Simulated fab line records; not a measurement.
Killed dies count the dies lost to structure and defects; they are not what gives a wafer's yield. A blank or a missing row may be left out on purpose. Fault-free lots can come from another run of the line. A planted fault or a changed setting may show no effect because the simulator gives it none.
Code-filled problem report in 8D (eight disciplines) form | flow sky130 | the parts of the form that need people (team, actions taken, sign-off) are left out

1. THE PROBLEM
At SKY_PAD_OPEN_PROBE_99, killed_at_M0_to_M3 averages 87 over 5 wafers from 2 lots, while fault-free wafers read 44, standard deviation 7.4. Relative to the usual mean, that is a shift of +5.8 standard deviations.
Seen first at day 47 14:58 on prober-02, wafer L849.2. The record has a number at this step for 35 wafers belonging to 12 lots. Rule for "out", or "out of limits": more than 4 standard deviations from the usual mean. Any other wafer with a number is counted as sound.

2. WHAT IT IS AND WHAT IT IS NOT
question                    | is                     | is not
which readings at this step | killed_at_M0_to_M3     | killed_at_M4_up, killed-at-contacts, killed-at-front-end, killed-at-other, killed-open, killed-short, sort_bin_6_memory
which lots                  | L849, L850             | L842, L844, L845, L851, L852, L854, L855, L856, L860, L863
which wafers of those lots  | all that have a number | -
read on which tools         | prober-01, prober-02   | -
when                        | from day 47 14:58      | up to then (9 sound wafers); but 21 sound wafers of L851, L852, L854, L855, L856, L860, L863 came after

3. THE SUSPECTS, EACH WITH WHAT RULES IT OUT
Counting: a tool at any process step up to the reading remains a suspect when it ran all the lots that are out and ran no sound lot after the first of those.
- wet-bench-02 at SKY_VIA3_CLEAN_18 (cleans in IPA, time 180 s): kept. It processed each lot that is out, first L849 at day 41 21:23, and no sound lot thereafter; up to then, the last sound lot it processed was L844 at day 40 22:35.
The count leaves wet-bench-02 at SKY_VIA3_CLEAN_18.

4. THE CAUSE (what the simulator had put in)
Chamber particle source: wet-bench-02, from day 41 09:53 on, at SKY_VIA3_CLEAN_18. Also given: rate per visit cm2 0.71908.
Counting left only this tool.

5. THE EFFECT CHAIN, in route order
One row per reading whose mean, taken over the struck wafers that have a number, lies over 3 standard deviations from the usual. Scope: only readings with a usual standard deviation given in the record; hours: median across lots of the time from each lot's start at the first step in this table that gives one to its start at this step; sigmas: change in usual standard deviations.
hours | step                  | reading              | usual  | on struck wafers | change | sigmas
0     | SKY_PAD_OPEN_PROBE_99 | defect-limited-yield | 82.4 % | 74.6             | -7.8   | -3.9
0     | SKY_PAD_OPEN_PROBE_99 | killed_at_M0_to_M3   | 44     | 87               | +43    | +5.8
0     | SKY_PAD_OPEN_PROBE_99 | killed-dies          | 86     | 125              | +39    | +4.0
0     | SKY_PAD_OPEN_PROBE_99 | sort_bin_3_pad_short | 0.9 %  | 2.9              | +2.0   | +4.7
0     | SKY_PAD_OPEN_PROBE_99 | sort_bin_5_function  | 10.4 % | 15.5             | +5.1   | +4.0
0     | SKY_PAD_OPEN_PROBE_99 | sort-n-pass          | 406    | 367              | -39    | -4.0
0     | SKY_PAD_OPEN_PROBE_99 | sort-yield-pct       | 82.4 % | 74.6             | -7.8   | -3.9
Its process steps:
- SKY_PAD_OPEN_PROBE_99

6. HOW IT WOULD HAVE BEEN CAUGHT EARLIER
In this record no reading fell out of limits until day 47 14:58, 149 hours after the fault had begun at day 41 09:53.
Of the tool readings at SKY_VIA3_CLEAN_18 for which the record gives a usual standard deviation, none was out on any struck wafer, so an alarm limit of 4 standard deviations on them would not have fired.
The start of SKY_VIA3_CLEAN_18 on wet-bench-02 came by day 47 14:58 for every one of the lots that are out (2). None of them would have been spared by holding the tool at that moment.
